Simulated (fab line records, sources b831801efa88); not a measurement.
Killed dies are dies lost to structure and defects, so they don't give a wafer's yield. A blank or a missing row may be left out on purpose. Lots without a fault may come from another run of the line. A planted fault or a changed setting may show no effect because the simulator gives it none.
Which tool did it? | flow gf180mcu | 6 lots, 18 wafers sampled, at 2 steps of a route of 602

WHAT THE GAUGES READ, wafer by wafer
GF_HV_LDD_TW_MEAS_23.
lot  | measured     | on            | HV_LDD_2_TW
L233 | day 11 10:25 | film_metro-03 | 1054 1056 1054
L235 | day 12 03:31 | film_metro-01 | 1030 1028 1027
L237 | day 12 14:41 | film_metro-03 | 1051 1057 1057
L242 | day 14 10:55 | film_metro-04 | 1059 1062 1061
L245 | day 15 03:49 | film_metro-04 | 992 1000 997
L252 | day 17 15:45 | film_metro-01 | 1036 1033 1032

WHICH TOOL RAN EACH LOT (tool, then ch and the chambers of the sampled wafers, then the start)
lot  | GF_HV_LDD_IMPLANT_21
L233 | implanter-02 ch 0, day 11 10:11
L235 | implanter-03 ch 0, day 12 03:16
L237 | implanter-03 ch 0, day 12 14:26
L242 | implanter-04 ch 0, day 14 10:41
L245 | implanter-03 ch 0, day 15 03:37
L252 | implanter-02 ch 0, day 17 15:30
- GF_HV_LDD_IMPLANT_21

THE ANSWER, worked out from the rows above alone
Rule: what is usual is taken from the lots themselves. Put in order of their means at a reading, lots are off if they are a third of the lots or fewer, leave a main group of 4 or more, and stand apart from it by a gap of 3 or more times the standard deviation of the main group's means; of several such gaps the widest counts. A main group whose means are all the same, to the digits that the tables above print for the reading, isn't used. A lot without any number at a reading at which 4 lots or more have one is off too. The other lots that the step has rows for count as sound.
No lot is off at any reading shown: from this, nothing can be told.

WHAT THE SIMULATOR HAD PUT IN
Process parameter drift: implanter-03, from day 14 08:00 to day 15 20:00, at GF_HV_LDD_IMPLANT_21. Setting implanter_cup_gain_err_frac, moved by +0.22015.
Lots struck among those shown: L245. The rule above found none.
